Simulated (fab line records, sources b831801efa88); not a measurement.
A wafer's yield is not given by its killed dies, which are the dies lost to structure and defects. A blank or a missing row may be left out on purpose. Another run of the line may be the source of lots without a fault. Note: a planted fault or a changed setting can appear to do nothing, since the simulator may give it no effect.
2 desks looking at one fault    flow sky130    only its own numbers are on each desk; what lay behind them is given at the end

## AT THE TOOL OWNER'S DESK: litho_track-01
The tool's own readings at SKY_VIA4_DEVELOP_10 (develop time 60 s): means of the sampled wafers that have a number, for each lot that ran on this tool. Any lot whose mean is over 4 standard deviations away from the usual mean is out of limits and marked OUT; that distance is given in the brackets.
Columns: A = developer_temp_C at SKY_VIA4_DEVELOP_10, usual 23.01 C
lot   first seen here  A
L227  day 43 05:16     23.14
L237  day 45 18:37     25.33 (+21) OUT
L238  day 46 03:43     25.41 (+22) OUT
This desk's finding: out of limits on L237, L238; first on L237, day 45 18:37 (developer_temp_C at SKY_VIA4_DEVELOP_10). L227 stayed within limits.

## AT THE METROLOGY DESK
What the gauges read, lot by lot, whatever tool the lot ran on: means of the sampled wafers that have a number. Any lot whose mean is over 4 standard deviations away from the usual mean is out of limits and marked OUT; that distance is given in the brackets.
Columns: A = VIA4_HDPCVD_THK at SKY_VIA4_THK_MEAS_01, usual 1753 nm; B = VIA4_BOW at SKY_VIA4_BOW_MEAS_03, usual 80 um; C = VIA4_OVL at SKY_VIA4_OVL_MEAS_11, usual 0.2 nm
lot   first seen here  A     B   C
L227  day 42 06:34     1756  90  0.2
L231  day 43 02:29     1730  75  2.4
L237  day 44 21:05     1732  83  0.6
L238  day 45 07:02     1740  83  0.3
L246  day 47 05:19     1743  91  -0.4
L248  day 47 14:45     1737  87  -2.4
This desk's finding: nothing out of limits on any of the 6 lots.

## PUT TOGETHER
An alarm could have come from the tool owner's desk at day 45 18:37, on L237, L238.
From the metrology desk's view, nothing was out of limits.
The metrology desk has L237, L238 on record, within its limits.
Of the lots named, all ran SKY_VIA4_DEVELOP_10 on litho_track-01.

## WHAT THE SIMULATOR HAD PUT IN
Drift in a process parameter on litho_track-01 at SKY_VIA4_DEVELOP_10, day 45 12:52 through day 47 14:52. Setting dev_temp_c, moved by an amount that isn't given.
Shown lots that were struck: L237, L238.
Delay in hours, fault start to first out-of-limits reading, by desk: the tool owner's desk at 6.
